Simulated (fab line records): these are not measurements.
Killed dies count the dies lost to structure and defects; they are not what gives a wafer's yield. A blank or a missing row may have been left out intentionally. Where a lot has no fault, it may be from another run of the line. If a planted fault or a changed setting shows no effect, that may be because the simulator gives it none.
The tool behind it: which one? -- flow gf180mcu -- 7 lots, 21 wafers sampled, at 2 steps of a route of 602

## WHAT THE GAUGES SHOWED, per wafer
GF_M3_CD_MEAS_14: target cd 280 nm.
lot,measured,on,cd_nm (nm)
L519,day 22 02:19,cd_sem-02,279.1 279.6 281.1
L522,day 23 06:27,cd_sem-01,279.6 278.1 279.9
L524,day 23 19:19,cd_sem-02,278.8 279.4 280.2
L529,day 25 13:00,cd_sem-01,277.5 278.8 278.5
L530,day 25 23:45,cd_sem-01,281.7 280.9 280.4
L532,day 26 21:10,cd_sem-01,279.8 279.3 279.5
L537,day 28 02:46,cd_sem-02,280.4 282.3 280.7

## WHICH TOOL RAN EACH LOT (tool, then ch and the chambers of the sampled wafers, then the start)
lot,GF_M3_SPUTTER_00
L519,"pvd_sputter-01, day 21 02:20"
L522,"pvd_sputter-04, day 22 07:43"
L524,"pvd_sputter-02, day 22 20:38"
L529,"pvd_sputter-01, day 24 15:42"
L530,"pvd_sputter-01, day 25 02:28"
L532,"pvd_sputter-01, day 26 00:17"
L537,"pvd_sputter-04, day 27 06:05"
- GF_M3_SPUTTER_00: material Ti, target thk 37.5 nm, time 150 s.

## THE ANSWER, worked out from the rows above alone
Rule: the lots themselves supply what counts as usual. The widest of any qualifying gaps counts: lots, ordered by their means at a reading, are off when they make up no more than a third of the lots, leave a main group of 4 or more, and stand apart from it by 3 or more times the standard deviation of that group's means. Not used: any main group whose means are identical at the precision the tables above print for the reading. A lot without any number at a reading at which 4 lots or more have one is off too. The other lots that the step has rows for count as sound.
No lot is off on any of the readings shown, so nothing can be concluded from this.

## WHAT HAD BEEN PUT IN BY THE SIMULATOR
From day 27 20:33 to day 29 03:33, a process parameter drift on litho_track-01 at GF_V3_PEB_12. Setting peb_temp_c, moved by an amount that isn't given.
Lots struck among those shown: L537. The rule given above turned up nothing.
